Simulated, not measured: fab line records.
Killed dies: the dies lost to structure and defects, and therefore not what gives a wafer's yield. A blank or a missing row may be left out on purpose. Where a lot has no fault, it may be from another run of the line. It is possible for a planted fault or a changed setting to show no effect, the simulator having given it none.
A lot that was struck, set against a sound lot :: flow sfqLine :: 14 steps out of a route of 325
Sound: these wafers, L648.1, L648.4, L648.5. Struck: wafer L652.3 (left out: L652.2, L652.4 of the same lot, which were not struck); the cause appears at the end.
Per side, at each step with rows, come the tool, then ch with its chambers, and then its first start. Under that, the readings that differ: sound wafers :: struck wafers :: difference of the means :: sigmas: that difference in standard deviations of wafers without a fault.
alike: readings whose means differ by less than 2 such deviations, and words and numbers that are the same on both sides. not compared: withheld readings, readings that some wafer has no value for, bounds like >300 that may hide the same value, and numbers for which the record gives no deviation and whose values overlap.
Wherever a step has rows on one side only, a row that says differs or no value, or a row with sigmas, the two part there. Non-overlapping numbers with no deviation appear without sigmas and do not part them. Lack of a reading on every wafer of one side parts them only where that side has two or more wafers.

SFQ_TRILAYER_I3_DEP_PECVD_081: deposits SiO2 from SiH4/N2O, time 111.11 s, target thk 500 nm.
  sound on pecvd-04 ch 0,2, day 37 00:43; struck on pecvd-01 ch 0, day 39 09:14
reading: heaterPowerW (W)
sound: 99 100 97
struck: 63
difference: -36
sigmas: -2
  alike: throttleValvePct
  not compared: sinceWetCleanH
SFQ_TRILAYER_I3_CMP_CMP_082: polishes SiO2.
  sound on cmp-02 ch 1,2,3, day 37 16:35; struck on cmp-01 ch 0, day 40 08:29
  alike: motorCurrentA, timeToEndpointS
SFQ_I3_BOW_MEAS_922:
  sound: filmMetro-04 at day 37 18:35; struck: filmMetro-01 at day 40 10:01
  alike: I3_BOW
SFQ_TRILAYER_I3_METRO_MEASURE_083:
  sound: filmMetro-04 at day 37 18:43; struck: filmMetro-01 at day 40 10:19
  alike: thkNm
then, 6 steps without rows for these wafers: SFQ_TRILAYER_I3_VIA_LITHO_COAT_090 (resist thk 62 nm); SFQ_TRILAYER_I3_VIA_LITHO_COAT_085 (resist thk 650 nm); SFQ_TRILAYER_I3_VIA_LITHO_SOFTBAKE_089; SFQ_TRILAYER_I3_VIA_LITHO_EXPOSE_086 (exposes mask I3, target cd 500 nm); SFQ_TRILAYER_I3_VIA_LITHO_PEB_088 (peb time 60 s); SFQ_TRILAYER_I3_VIA_LITHO_DEVELOP_087 (time 60 s).
-- the record jumps here: 5 days lie between the struck wafers' starts before and after --
SFQ_I3_OVL_MEAS_923:
  sound: overlay-01 at day 43 01:46; struck: overlay-02 at day 45 19:47
  alike: I3_OVL
SFQ_TRILAYER_I3_VIA_BARC_OPEN_VIA_ETCH_121: etches BARC in O2, target depth 125 nm, time 41.7 s.
  sound on rieDiel-04 ch 0,1,2, day 43 01:49; struck on rieDiel-03 ch 2, day 45 19:49
  alike: drypumpMotorCurrentA, oesProductAu, rfFwdPowerW
  not compared: rfHoursCounterH
SFQ_TRILAYER_I3_VIA_ETCH_VIA_ETCH_088: etches SiO2 in CHF3, stops on Nb, target depth 260 nm.
  sound on rieDiel-04 ch 0,1,2, day 43 01:51; struck on rieDiel-03 ch 2, day 45 19:51
reading: rfFwdPowerW (W)
sound: 498.6 498.5 497.2
struck: 419.4
difference: -78.7
sigmas: -56
  alike: drypumpMotorCurrentA, oesProductAu
SFQ_TRILAYER_I3_VIA_STRIP_STRIP_089: strips in O2.
  sound on rieMetal-01 ch 0,1, day 43 01:58; struck on rieMetal-01 ch 1, day 45 19:58
  alike: drypumpMotorCurrentA, oesProductAu
  not compared: rfHoursCounterH

## WHERE THEY PART
Earliest at SFQ_TRILAYER_I3_DEP_PECVD_081; latest, in this record, at SFQ_TRILAYER_I3_VIA_ETCH_VIA_ETCH_088. Later steps at which nothing parts them and some readings are alike: SFQ_TRILAYER_I3_VIA_STRIP_STRIP_089.

WHY: what had been put in by the simulator
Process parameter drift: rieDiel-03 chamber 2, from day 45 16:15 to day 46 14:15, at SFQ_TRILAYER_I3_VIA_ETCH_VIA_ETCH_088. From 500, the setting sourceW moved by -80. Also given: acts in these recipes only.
